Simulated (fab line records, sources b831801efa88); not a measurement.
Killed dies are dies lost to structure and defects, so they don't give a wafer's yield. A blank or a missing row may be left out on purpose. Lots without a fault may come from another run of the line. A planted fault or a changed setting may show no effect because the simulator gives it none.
One fault seen from 2 desks | flow sky130 | each desk has only its own numbers; what lay behind them comes last

THE METROLOGY DESK
What the gauges read, lot by lot, whatever tool the lot ran on: means of the sampled wafers that have a number. A lot is out of limits, marked OUT, if its mean lies more than 4 standard deviations from the usual mean; the brackets give that distance.
Columns: A = CONTACT_BOW at SKY_CONTACT_BOW_MEAS_05, usual 81 um; B = METAL1_OVL at SKY_METAL1_OVL_MEAS_16, usual -1 nm
lot  | first seen here | A  | B
L775 | day 30 18:56    | 81 | -3
L776 | day 31 02:58    | 86 | 4
L779 | day 31 23:32    | 85 | 5
L778 | day 32 01:07    | 82 | 4
L781 | day 32 07:51    | 83 | -6
L782 | day 32 19:56    | 82 | 1
L783 | day 32 23:40    | 79 | -5
L784 | day 33 10:30    | 83 | -1
L785 | day 34 01:58    | 82 | 2
L786 | day 34 05:16    | 80 | 1
L788 | day 35 03:34    | 82 | -5
L789 | day 35 07:20    | 90 | 1
L796 | day 36 21:08    | 72 | -7
This desk's finding: nothing out of limits on any of the 13 lots.

THE TOOL OWNER'S DESK: cmp-01
The tool's own readings at SKY_CONTACT_CMP_27 (polishes, stops on SiO2, t overpolish 15 s, target thk 0 nm): means of the sampled wafers that have a number, for each lot that ran on this tool. A lot is out of limits, marked OUT, if its mean lies more than 4 standard deviations from the usual mean; the brackets give that distance.
Columns: A = motor_current_A at SKY_CONTACT_CMP_27, usual 11.0 A; B = overpolish_run_s at SKY_CONTACT_CMP_27, usual 15.002 s; C = slurry_filter_dp_kPa at SKY_CONTACT_CMP_27, usual 13.49 kPa; D = time_to_endpoint_s at SKY_CONTACT_CMP_27, usual 83 s
lot  | first seen here | A    | B                        | C     | D
L775 | day 32 00:31    | 10.8 | 15.008                   | 13.48 | 79
L779 | day 33 00:48    | 10.8 | 15.005                   | 13.28 | 85
L781 | day 33 11:29    | 10.3 | 15.002                   | 13.60 | 83
L782 | day 34 00:32    | 11.1 | 14.995                   | 13.65 | 81
L783 | day 34 03:38    | 10.8 | 14.998                   | 13.50 | 81
L784 | day 34 13:41    | 10.5 | 15.007                   | 13.55 | 80
L785 | day 35 06:52    | 10.9 | 10.016 (-99 or more) OUT | 13.38 | 98 (+4.2) OUT
L786 | day 35 09:38    | 10.8 | 5.030 (-99 or more) OUT  | 13.46 | 111 (+7.9) OUT
This desk's finding: out of limits on L785, L786; first on L785, day 35 06:52 (overpolish_run_s at SKY_CONTACT_CMP_27). In limits: L775, L779, L781, L782, L783, L784.

PUT TOGETHER
The tool owner's desk could have raised an alarm at day 35 06:52, on L785, L786.
The metrology desk saw nothing out of limits.
The metrology desk has L785, L786 on record, within its limits.
Of the lots named, all ran SKY_CONTACT_CMP_27 on cmp-01.

WHAT THE SIMULATOR HAD PUT IN
Process parameter drift: cmp-01, from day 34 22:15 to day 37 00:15, at SKY_CONTACT_CMP_27. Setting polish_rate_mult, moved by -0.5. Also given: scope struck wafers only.
Lots struck among those shown: L785, L786.
Hours from the fault's start to each desk's first reading out of limits: the tool owner's desk, 9.
